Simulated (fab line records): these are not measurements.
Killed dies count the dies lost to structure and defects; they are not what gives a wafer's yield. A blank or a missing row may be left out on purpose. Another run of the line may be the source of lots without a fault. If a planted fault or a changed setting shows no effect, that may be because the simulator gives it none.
fab line records ; flow sky130
[record] lots = 5; wafers = 15; lastDay = 49
route steps=708 shown FIELD_ISO@4 PAD_OPEN@708
lots that met no fault: taken from a fault-free run of the same line
startH: start of the lot's first displayed wafer, in hours after the record's first day ; waitH: hours elapsed since this lot's preceding step ; " the same as in the row above ; L1.1+2: several wafers, shown together as one row ; - no value, or no start was given ; * or withheld: withheld ; < > ~ a bound
route shown NAME@n: names a module that has steps shown in the file, with the first one's number in the route ; usual: average and standard deviation across the fault-free wafers ; same: alike in all rows ; chamber/n: place in a boat ; sites: per-site readings ; _std_site: how widely they spread, as a standard deviation ; _edge_site: inner sites' mean taken away from outer sites' mean ; radiusMm: for every site, how far away it sits from the centre of the wafer ; mask NAME#n: copy n ; behind: the most recent tool/chamber to have shaped the wafer ; hold: reason for holding the lot/hours on hold/outcome of the hold ; device: transistor that didn't switch, given as n, p or np ; end of line: the tests these same wafers got at the end of their route ; for a step that has no rows: nothing shown but its recipe ; killed: not the wafer's yield, but the dies lost to structure and defects at the first sort ; map: a wafer's dies, marking killed ones x, the rest . and places with no die _
set.NAME: setting as actually run; set.NAME@STEP: the setting as run at that earlier step ; model.NAME: the simulator's own value behind a step, which no gauge read
a table for each step, a row for each wafer; lots at some steps of the route
services: a tool's chamber out of use, with start hour (startH, from the record's first day; less than 0 if before it), hours out, and reason
[[steps]]
[step SKY_FIELD_ISO_CVD_03]
[recipe] material = Si3N4; precursor = DCS/NH3; targetThkNm = 165; tempC = 770; timeS = 2830; pressureMtorr = 250
[step SKY_FIELD_ISO_THK_MEAS_04]
[recipe] reads = Si3N4_of_FIELD_ISO_CVD_03
[usual] FIELD_ISO_CVD_03_THK = 165.8/1.5
lot.wafer;tool;chamber;startH;waitH;FIELD_ISO_CVD_03_THK[nm]
L253.2;filmMetro-02;-;18.49;0.0;166.3
L253.3;filmMetro-02;-;18.49;0.0;165.6
L253.5;filmMetro-02;-;18.49;0.0;167.2
L256.3;filmMetro-01;-;33.82;0.0;163.6
L256.4;filmMetro-01;-;33.82;0.0;163.9
L256.5;filmMetro-01;-;33.82;0.0;162.8
L257.3;filmMetro-02;-;42.27;0.0;165.5
L257.5;filmMetro-02;-;42.27;0.0;164.8
L257.6;filmMetro-02;-;42.27;0.0;166.4
L259.2;filmMetro-02;-;49.70;0.0;166.8
L259.4;filmMetro-02;-;49.70;0.0;165.7
L259.6;filmMetro-02;-;49.70;0.0;166.5
L270.1;filmMetro-01;-;104.29;0.0;167.7
L270.2;filmMetro-01;-;104.29;0.0;167.5
L270.6;filmMetro-01;-;104.29;0.0;167.7
[step SKY_FIELD_ISO_DEHYDRATE_05]
[recipe] tempC = 200; timeS = 60
[step SKY_FIELD_ISO_HMDS_06]
[recipe] primeTimeS = 60; primeTempC = 120
[step SKY_FIELD_ISO_COAT_07]
[recipe] resist = BARC; tempC = withheld; timeS = withheld; spinRpm = 3000; resistThkNm = 60
[step SKY_FIELD_ISO_COAT_08]
[recipe] resist = KrF-thick; spinRpm = 3000; resistThkNm = 450
[step SKY_FIELD_ISO_SOFTBAKE_09]
[recipe] tempC = 100; timeS = 90; resist = KrF-thick
[step SKY_FIELD_ISO_EXPOSE_10]
[recipe] maskId = FOM; na = 0.68; sourceShape = annular; sigmaInner = 0.4; sigmaOuter = 0.8; targetCdNm = 150; doseMj = 28
[step SKY_FIELD_ISO_PEB_11]
[recipe] pebTempC = withheld; pebTimeS = withheld; resist = KrF-thick
[step SKY_FIELD_ISO_DEVELOP_12]
[recipe] developTimeS = 60; resist = KrF-thick; devTempC = 21
[step SKY_FIELD_ISO_CD_MEAS_13]
[recipe] targetCdNm = 150
[usual] cdNm = 150.1/1.7
lot.wafer;tool;chamber;startH;waitH;cdNm
L253.2;cdSem-02;-;34.11;-;153.3
L253.3;cdSem-02;-;34.11;-;150.6
L253.5;cdSem-02;-;34.11;-;150.7
L256.3;cdSem-01;-;48.57;-;150.9
L256.4;cdSem-01;-;48.57;-;151.1
L256.5;cdSem-01;-;48.57;-;152.7
L257.3;cdSem-02;-;56.38;-;147.7
L257.5;cdSem-02;-;56.38;-;147.3
L257.6;cdSem-02;-;56.38;-;147.8
L259.2;cdSem-01;-;65.71;-;147.9
L259.4;cdSem-01;-;65.71;-;150.7
L259.6;cdSem-01;-;65.71;-;150.4
L270.1;cdSem-02;-;123.58;-;149.5
L270.2;cdSem-02;-;123.58;-;148.6
L270.6;cdSem-02;-;123.58;-;149.1
[step SKY_FIELD_ISO_ETCH_14]
[recipe] chemistry = N2/H2; target = BARC; ionEnergyEv = 200; sourceW = 500; biasW = 100; pressureMtorr = 30; n2FlowSccm = 100; h2FlowSccm = 200; stopOn = SiO2; timeS = 45.9; targetDepthA = 600
[usual] drypumpMotorCurrentA = 5.9/0.47; h2FlowSccm = 200.0/0.63; oesProductAu = 0.853/0.0046; throttleValvePct = 13.225/0.0092
lot.wafer;tool;chamber;startH;waitH;drypumpMotorCurrentA;h2FlowSccm;oesProductAu;rfHoursCounterH;throttleValvePct
L253.2;rieDiel-03;3;34.21;0.1;6.4;200.9;0.860;28;13.217
L253.3;rieDiel-03;1;34.21;0.1;6.6;200.5;0.865;51;13.222
L253.5;rieDiel-03;1;34.21;0.1;6.7;200.5;0.857;-;13.234
L256.3;rieDiel-01;1;48.65;0.1;6.6;200.6;0.857;4;13.236
L256.4;rieDiel-01;2;48.65;0.1;5.9;200.0;0.855;169;13.226
L256.5;rieDiel-01;2;48.65;0.1;5.9;199.9;0.854;-;13.223
L257.3;rieDiel-01;3;56.46;0.1;5.4;200.7;0.854;24;13.224
L257.5;rieDiel-01;0;56.46;0.1;6.2;199.7;0.855;-;13.241
L257.6;rieDiel-01;1;56.46;0.1;6.5;199.4;0.854;-;13.234
L259.2;rieDiel-04;0;65.81;0.1;6.1;199.7;0.848;0;13.222
L259.4;rieDiel-04;3;65.81;0.1;5.2;200.7;0.848;143;13.227
L259.6;rieDiel-04;1;65.81;0.1;5.0;199.3;0.843;-;13.216
L270.1;rieDiel-01;3;123.70;0.1;5.4;200.2;0.854;25;13.219
L270.2;rieDiel-01;0;123.70;0.1;6.2;199.3;0.854;5;13.220
L270.6;rieDiel-01;2;123.70;0.1;5.9;201.1;0.855;-;13.227
[step SKY_FIELD_ISO_ETCH_15]
[recipe] chemistry = CHF3/O2; targetDepthNm = 180; stopOn = Si; sourceW = 600; biasW = 200; pressureMtorr = 40; chf3FlowSccm = 50; O2_flow_sccm = 5; timeS = 72
[usual] drypumpMotorCurrentA = 5.9/0.47; oesProductAu = 0.948/0.0068; throttleValvePct = 8.845/0.0092
lot.wafer;tool;chamber;startH;waitH;drypumpMotorCurrentA;oesProductAu;rfHoursCounterH;throttleValvePct;model.KrF-thick_of_FIELD_ISO_COAT_08.thkNm;model.etch.depthNm
L253.2;rieDiel-03;3;34.26;0.0;6.4;0.958;28;8.844;236.9;166.3
L253.3;rieDiel-03;1;34.26;0.0;6.6;0.955;51;8.845;235.5;165.6
L253.5;rieDiel-03;1;34.26;0.0;6.6;0.955;-;8.855;235.8;167.2
L256.3;rieDiel-01;1;48.69;0.0;6.5;0.951;4;8.844;235;163.6
L256.4;rieDiel-01;2;48.69;0.0;5.9;0.940;169;8.838;241.7;163.9
L256.5;rieDiel-01;2;48.69;0.0;5.9;0.937;-;8.867;242.5;162.9
L257.3;rieDiel-01;3;56.50;0.0;5.4;0.940;24;8.848;237.2;165.5
L257.5;rieDiel-01;0;56.50;0.0;6.2;0.948;-;8.852;235.2;164.8
L257.6;rieDiel-01;1;56.50;0.0;6.5;0.939;-;8.849;236.5;166.5
L259.2;rieDiel-04;0;65.85;0.0;6.1;0.950;0;8.844;231.6;166.9
L259.4;rieDiel-04;3;65.85;0.0;5.2;0.946;143;8.839;245.2;165.8
L259.6;rieDiel-04;1;65.85;0.0;5.0;0.951;-;8.852;231.3;166.8
L270.1;rieDiel-01;3;123.74;0.0;5.4;0.957;25;8.834;234.4;167.6
L270.2;rieDiel-01;0;123.74;0.0;6.2;0.927;5;8.808;251.4;159.8
L270.6;rieDiel-01;2;123.74;0.0;5.9;0.962;-;8.863;234.4;167.6
[step SKY_FIELD_ISO_STRIP_16]
[recipe] chemistry = O2/N2; powerW = 1400; pressureMtorr = 1500; platenTempC = withheld; o2FlowSccm = 3000; n2FlowSccm = 300; overashFraction = 0.5
[usual] drypumpMotorCurrentA = 6.01/0.29; oesProductAu = 0.378/0.0049; stripTimeToEndpointS = 3.55/0.048
lot.wafer;tool;chamber;startH;waitH;drypumpMotorCurrentA;oesProductAu;rfHoursCounterH;stripTimeToEndpointS
L253.2;plasmaAsher-02;0;34.31;0.0;6.07;0.380;22;3.54
L253.3;plasmaAsher-02;1;34.31;0.0;6.33;0.372;-;3.55
L253.5;plasmaAsher-02;1;34.31;0.0;6.33;0.371;-;3.54
L256.3;plasmaAsher-02;1;48.78;0.1;6.36;0.379;-;3.50
L256.4;plasmaAsher-02;0;48.78;0.1;6.05;0.369;-;3.59
L256.5;plasmaAsher-02;0;48.78;0.1;6.08;0.374;-;3.61
L257.3;plasmaAsher-04;1;56.59;0.1;6.12;0.381;-;3.54
L257.5;plasmaAsher-04;0;56.59;0.1;6.22;0.383;-;3.52
L257.6;plasmaAsher-04;1;56.59;0.1;6.12;0.379;-;3.55
L259.2;plasmaAsher-04;0;65.91;0.0;6.24;0.377;38;3.49
L259.4;plasmaAsher-04;1;65.91;0.0;6.11;0.391;-;3.63
L259.6;plasmaAsher-04;1;65.91;0.0;6.12;0.371;-;3.49
L270.1;plasmaAsher-04;0;123.80;0.0;6.26;0.378;44;3.53
L270.2;plasmaAsher-04;1;123.80;0.0;6.11;0.382;44;3.72
L270.6;plasmaAsher-04;0;123.80;0.0;6.24;0.379;-;3.53
[step SKY_FIELD_ISO_ETCH_17]
[recipe] targetDepthA = 3420; maskMaterial = Si3N4; chemistry = HBr/Cl2/O2; target = Si; taperDeg = 5; icpW = 600; biasW = 150; pressureMtorr = 15; HBr_flow_sccm = 150; Cl2_flow_sccm = 40; O2_flow_sccm = 6; timeS = 97.7
[usual] drypumpMotorCurrentA = 5.8/0.5; heBacksideLeakSccm = 2.74/0.25; oesProductAu = 1.003/0.015; throttleValvePct = 25.653/0.014
lot.wafer;tool;chamber;startH;waitH;drypumpMotorCurrentA;heBacksideLeakSccm;oesProductAu;rfHoursCounterH;throttleValvePct
L253.2;rieSi-01;3;34.41;0.1;5.6;2.70;1.009;19;25.646
L253.3;rieSi-01;0;34.41;0.1;5.7;2.77;1.019;56;25.650
L253.5;rieSi-01;0;34.41;0.1;5.7;2.73;1.013;-;25.634
L256.3;rieSi-02;0;48.85;0.0;5.4;2.89;1.008;4;25.641
L256.4;rieSi-02;2;48.85;0.0;6.0;2.65;0.982;2;25.679
L256.5;rieSi-02;0;48.85;0.0;5.3;2.79;1.006;-;25.651
L257.3;rieSi-01;3;56.66;0.0;5.7;2.64;1.005;19;25.666
L257.5;rieSi-01;0;56.66;0.0;5.7;2.95;1.015;-;25.653
L257.6;rieSi-01;1;56.66;0.0;5.9;2.95;1.014;-;25.632
L259.2;rieSi-02;0;66.01;0.1;5.3;2.82;1.007;4;25.636
L259.4;rieSi-02;2;66.01;0.1;6.0;2.67;0.993;2;25.673
L259.6;rieSi-02;0;66.01;0.1;5.3;3.05;1.014;-;25.641
L270.1;rieSi-01;3;123.90;0.1;5.6;2.72;1.005;19;25.655
L270.2;rieSi-01;2;123.90;0.1;6.7;2.28;1.003;19;25.663
L270.6;rieSi-01;2;123.90;0.1;6.7;2.34;1.000;-;25.665
[step SKY_PAD_OPEN_PROBE_99]
[usual] killed_at_M0_to_M3 = 43/6.8; killed_at_M4_up = 3.3/2.1; killedAtContacts = 24/5; killedAtFrontEnd = 15/4.4; killedAtOther = 0.3/0.57; killedDies = 86/9.7; killedOpen = 47/7.3; killedShort = 39/6.1
[same] grossDies = 492; killedAtBackSide = 0
lot.wafer;tool;chamber;startH;waitH;killed_at_M0_to_M3;killed_at_M4_up;killedAtContacts;killedAtFrontEnd;killedAtOther;killedDies;killedOpen;killedShort
L253.2;prober-01;-;1082.95;0.1;40;2;32;21;0;95;49;45
L253.3;prober-01;-;1083.00;0.2;37;4;23;17;2;83;48;32
L253.5;prober-01;-;1083.10;0.2;46;2;27;8;0;83;47;36
L256.3;prober-02;-;1103.69;0.2;47;2;27;17;0;93;59;34
L256.4;prober-02;-;1103.74;0.2;39;5;25;19;0;88;53;35
L256.5;prober-02;-;1103.79;0.2;29;2;28;9;0;68;39;29
L257.3;prober-01;-;1113.31;0.2;45;2;27;24;2;100;55;45
L257.5;prober-01;-;1113.41;0.2;46;3;30;13;1;93;55;38
L257.6;prober-01;-;1113.46;0.2;40;2;30;15;0;87;53;34
L259.2;prober-01;-;1128.82;0.1;43;4;18;12;0;77;35;41
L259.4;prober-01;-;1128.92;0.2;42;2;18;18;0;80;42;37
L259.6;prober-01;-;1129.02;0.2;39;1;21;7;0;68;43;25
L270.1;prober-02;-;1176.86;0.1;39;2;21;10;0;72;37;33
L270.2;prober-02;-;1176.91;0.1;43;2;21;10;0;76;40;34
L270.6;prober-02;-;1177.11;0.2;40;6;27;9;0;82;51;31
// killed by level:class
L253.2 CONTACT:geometricParticle:open=11 LI_CONTACT:geometricParticle:open=11 VIA1:geometricParticle:short=8 FIELD_ISO:geometricParticle:open=6 VIA3:geometricParticle:open=6 VIA1:geometricParticle:open=6 METAL2:geometricParticle:short=6 FIELD_ISO:geometricParticle:short=5
L253.3 VIA1:geometricParticle:open=10 LI_CONTACT:geometricParticle:open=9 CONTACT:geometricParticle:open=9 VIA1:geometricParticle:short=7 FIELD_ISO:geometricParticle:open=5 VIA2:geometricParticle:open=5 METAL1:geometricParticle:short=4 FIELD_ISO:geometricParticle:short=3
L253.5 VIA1:geometricParticle:open=13 CONTACT:geometricParticle:open=11 VIA3:geometricParticle:open=6 VIA1:geometricParticle:short=5 VIA2:geometricParticle:open=5 POLY_GATE:geometricParticle:open=4 LI_CONTACT:geometricParticle:short=4 LI_CONTACT:geometricParticle:open=4
L256.3 CONTACT:geometricParticle:open=18 VIA1:geometricParticle:open=11 VIA3:geometricParticle:open=7 METAL1:geometricParticle:short=7 VIA1:geometricParticle:short=6 SPACER:geometricParticle:open=4 VIA2:geometricParticle:open=4 FIELD_ISO:geometricParticle:open=3
L256.4 CONTACT:geometricParticle:open=11 FIELD_ISO:geometricParticle:open=8 VIA1:geometricParticle:open=7 VIA2:geometricParticle:open=7 LOCAL_INTERCONNECT:geometricParticle:short=5 CONTACT:geometricParticle:short=5 METAL2:geometricParticle:short=4 VIA2:geometricParticle:short=4
L256.5 CONTACT:geometricParticle:open=11 METAL1:geometricParticle:short=8 LI_CONTACT:geometricParticle:open=5 LI_CONTACT:geometricParticle:short=5 VIA1:geometricParticle:open=5 VIA2:geometricParticle:open=4 FIELD_ISO:geometricParticle:short=3 VIA3:geometricParticle:open=3
L257.3 CONTACT:geometricParticle:open=10 VIA2:geometricParticle:open=9 METAL1:geometricParticle:short=8 VIA1:geometricParticle:open=8 FIELD_ISO:geometricParticle:open=7 LI_CONTACT:geometricParticle:open=7 POLY_GATE:geometricParticle:short=6 POLY_GATE:geometricParticle:open=6
L257.5 CONTACT:geometricParticle:open=12 LI_CONTACT:geometricParticle:open=11 VIA3:geometricParticle:open=11 VIA1:geometricParticle:open=9 METAL1:geometricParticle:short=5 METAL2:geometricParticle:short=5 VIA2:geometricParticle:short=5 FIELD_ISO:geometricParticle:short=4
L257.6 LI_CONTACT:geometricParticle:open=13 VIA1:geometricParticle:open=9 VIA2:geometricParticle:open=7 CONTACT:geometricParticle:open=7 VIA1:geometricParticle:short=7 POLY_GATE:geometricParticle:short=6 POLY_GATE:geometricParticle:open=6 VIA3:geometricParticle:open=6
L259.2 CONTACT:geometricParticle:open=6 METAL2:geometricParticle:short=6 VIA2:geometricParticle:short=6 VIA3:geometricParticle:open=5 METAL1:geometricParticle:short=5 FIELD_ISO:geometricParticle:open=4 LI_CONTACT:geometricParticle:short=4 LOCAL_INTERCONNECT:geometricParticle:short=4
L259.4 LI_CONTACT:geometricParticle:open=7 VIA1:geometricParticle:open=7 VIA2:geometricParticle:open=7 POLY_GATE:geometricParticle:short=6 VIA3:geometricParticle:open=6 VIA2:geometricParticle:short=6 POLY_GATE:geometricParticle:open=5 METAL1:geometricParticle:short=5
L259.6 CONTACT:geometricParticle:open=11 VIA3:geometricParticle:open=9 VIA2:geometricParticle:open=7 VIA1:geometricParticle:open=6 LOCAL_INTERCONNECT:geometricParticle:short=4 METAL2:geometricParticle:short=4 FIELD_ISO:geometricParticle:open=3 VIA2:geometricParticle:short=3
L270.1 VIA1:geometricParticle:open=8 CONTACT:geometricParticle:open=6 METAL2:geometricParticle:short=6 VIA2:geometricParticle:open=6 VIA3:geometricParticle:open=6 CONTACT:geometricParticle:short=5 FIELD_ISO:geometricParticle:open=4 LI_CONTACT:geometricParticle:open=4
L270.2 CONTACT:geometricParticle:open=13 VIA1:geometricParticle:open=8 VIA2:geometricParticle:open=6 METAL3:geometricParticle:short=6 VIA3:geometricParticle:open=6 METAL1:geometricParticle:short=5 FIELD_ISO:geometricParticle:short=4 CONTACT:geometricParticle:short=3
L270.6 VIA1:geometricParticle:open=14 LI_CONTACT:geometricParticle:open=12 CONTACT:geometricParticle:short=6 CONTACT:geometricParticle:open=5 VIA3:geometricParticle:open=5 VIA1:geometricParticle:short=4 FIELD_ISO:geometricParticle:open=4 METAL1:geometricParticle:short=4
[[services]]
tool;chamber;startH;hours;kind
rieDiel-04;3;27.25;12.4;repair
rieDiel-03;2;36.42;2.9;repair
rieDiel-03;0;38.06;2.7;repair
rieDiel-04;0;39.61;-;clean
rieDiel-04;0;39.61;18.7;scheduledDown
rieDiel-04;0;39.61;18.7;ventCycle
plasmaAsher-04;-;40.75;1.9;repair
rieDiel-03;-;67.03;1.4;repair
rieDiel-01;2;79.96;-;clean
rieDiel-01;2;79.96;21.5;scheduledDown
rieDiel-01;2;79.96;21.5;ventCycle
rieSi-01;0;80.70;5.7;repair
rieDiel-01;-;99.12;0.4;repair
rieSi-01;-;99.43;2.8;pm
rieDiel-01;1;103.71;26.3;repair
rieSi-02;-;110.97;2.8;pm
[[key]]
[firstSign] step = SKY_FIELD_ISO_ETCH_15; reading = oesProductAu; direction = down; sigmas = 3.1; usual = 0.948; struck = 0.927
[effect] step = SKY_FIELD_ISO_STRIP_16; reading = stripTimeToEndpointS; direction = up; sigmas = 3.6; usual = *; struck = *
[modelEffect] step = SKY_FIELD_ISO_ETCH_15; value = KrF-thick_of_FIELD_ISO_COAT_08.thkNm; without = 230.5; struck = 251.4
metAt SKY_FIELD_ISO_ETCH_15
struckWafers L270.2
testerLeftOut L270
onsetBetween 56.50 123.74
[fault] kind = processParameterDrift; tool = rieDiel-01; chamber = 0; onsetH = 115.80; steps = SKY_FIELD_ISO_ETCH_15; channel = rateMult; offset = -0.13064; shape = step; endH = 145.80
// testerLeftOut: of these lots the tester's yield and bins aren't shown, on N5 and GAA mostly nor the transistor test; their killed dies are dies lost to structure and defects alone, not to doping, threshold or leakage, so they don't give the yield
